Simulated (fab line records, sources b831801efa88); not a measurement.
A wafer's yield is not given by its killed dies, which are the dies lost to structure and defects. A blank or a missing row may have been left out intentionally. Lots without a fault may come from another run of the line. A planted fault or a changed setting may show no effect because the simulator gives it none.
Comparing a struck lot with a sound one    flow sky130    17 steps out of a route of 708
Sound: these wafers, L216.1, L216.4, L216.6. Struck: wafer L225.4 (L225.5, L225.6, from the same lot, were not struck and are left out); the cause is given at the end.
For every step that has rows: the tool of each side, followed by ch and its chambers, followed by its first start. Under that, the readings that differ: sound wafers    struck wafers    difference of the means    sigmas: that difference in standard deviations of wafers without a fault.
alike: words and numbers the same on both sides, and readings whose means are apart by under 2 such deviations; not compared: readings that were withheld, readings missing a value for some wafer, numbers with overlapping values and no deviation given by the record, and bounds like >300 which may hide the same value.
Wherever a step has rows on one side only, a row that says differs or no value, or a row with sigmas, the two part there. Numbers that have no deviation but don't overlap get no sigmas and don't part them. A reading missing from all wafers of one side parts the sides only when that side holds two or more wafers.

first, 2 steps without rows for these wafers: SKY_LOCAL_INTERCONNECT_PEB_09; SKY_LOCAL_INTERCONNECT_DEVELOP_10 (develop time 60 s).
SKY_LOCAL_INTERCONNECT_CD_MEAS_11: target cd 170 nm.
  sound: cd-sem-02 at day 30 18:56; struck: cd-sem-01 at day 33 06:47
  alike: cd-nm
SKY_LOCAL_INTERCONNECT_OVL_MEAS_12:
  sound: overlay-02 at day 30 19:03; struck: overlay-02 at day 33 06:52
  alike: LOCAL_INTERCONNECT_OVL
SKY_LOCAL_INTERCONNECT_ETCH_13: etches BARC in N2/H2, stops on SiO2, time 45.9 s, target depth 60 nm.
  sound on rie-metal-03 ch 0,1, day 30 19:05; struck on rie-metal-03 ch 0, day 33 06:54
  alike: drypump-motor-current-A, oes-product-au, rf-fwd-power-W, throttle-valve-pct
  not compared: rf-hours-counter-h
SKY_LOCAL_INTERCONNECT_METAL_ETCH_14: etches TiN in Cl2/BCl3, stops on PSG, target depth 110 nm, time 31.4 s.
  sound on rie-metal-03 ch 0,1, day 30 19:09; struck on rie-metal-03 ch 0, day 33 06:58
  alike: drypump-motor-current-A, oes-product-au, rf-fwd-power-W, throttle-valve-pct
  not compared: rf-hours-counter-h
SKY_LOCAL_INTERCONNECT_STRIP_15: strips in O2/N2.
  sound on plasma-asher-04 ch 0,1, day 30 19:12; struck on plasma-asher-03 ch 1, day 33 07:02
  alike: drypump-motor-current-A, oes-product-au, strip-time-to-endpoint-s
  not compared: rf-hours-counter-h
then, 3 steps without rows for these wafers: SKY_LOCAL_INTERCONNECT_STRIP_16 (strips in post etch residue remover, time 1200 s); SKY_LOCAL_INTERCONNECT_CLEAN_17 (cleans in IPA, time 180 s); SKY_LOCAL_INTERCONNECT_CLEAN_18 (cleans in O3/DIW).
SKY_CONTACT_CVD_00: deposits Si3N4, target thk 75 nm.
  sound on pecvd-01 ch 0,2, day 30 19:47; struck on pecvd-01 ch 2, day 33 07:37
  alike: heater-power-w, rf-fwd-power-W
SKY_CONTACT_THK_MEAS_01:
  sound: film-metro-03 at day 30 19:50; struck: film-metro-04 at day 33 07:39
  alike: CONTACT_CVD_00_THK
SKY_CONTACT_HDPCVD_02: deposits SiO2, target thk 565 nm, time 94.2 s.
  sound on hdpcvd-01 ch 0,1, day 30 19:53; struck on hdpcvd-02 ch 0, day 33 07:43
reading                                      sound              struck  difference  sigmas
sih4-flow-sccm (sccm)                        60.19 59.84 59.72  47.92   -12.00      -67
model.SiO2_of_CONTACT_HDPCVD_02.thk-nm (nm)  566.1 565.1 562    449.3   -115.1      
SKY_CONTACT_THK_MEAS_03:
  sound: film-metro-04 at day 30 19:58; struck: film-metro-04 at day 33 08:01
reading                  sound        struck  difference  sigmas
CONTACT_HDPCVD_THK (nm)  566 565 562  449     -115        -24
  not compared: hold
SKY_CONTACT_CMP_04: polishes SiO2.
  sound on cmp-02 ch 1,2,3, day 30 20:09; struck on cmp-02 ch 1, day 33 09:10
reading                 sound     struck                    difference                    sigmas
hold                    - - -     await-dispo/1.1h/release  no value on the sound wafers  
time-to-endpoint-s (s)  84 83 78  41                        -41                           -12
  alike: motor-current-A
SKY_CONTACT_BOW_MEAS_05:
  sound: film-metro-01 at day 30 20:24; struck: film-metro-01 at day 33 09:28
  alike: CONTACT_BOW
-- the record jumps here: 15 days lie between the struck wafers' starts before and after (it left off in module CONTACT and takes up again in module PAD_OPEN, whose first step shown is number 708 of the route) --
SKY_PAD_OPEN_PROBE_99:
  record: rows for the struck wafers here (prober-01, day 47 23:15), none for the sound ones

WHERE THEY PART
At SKY_CONTACT_HDPCVD_02 first; at SKY_PAD_OPEN_PROBE_99 last (within this record only).

WHY: the cause the simulator had injected
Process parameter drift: hdpcvd-02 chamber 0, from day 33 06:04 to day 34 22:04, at SKY_CONTACT_HDPCVD_02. A move of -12 in setting sih4-flow-sccm, from 60. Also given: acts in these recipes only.
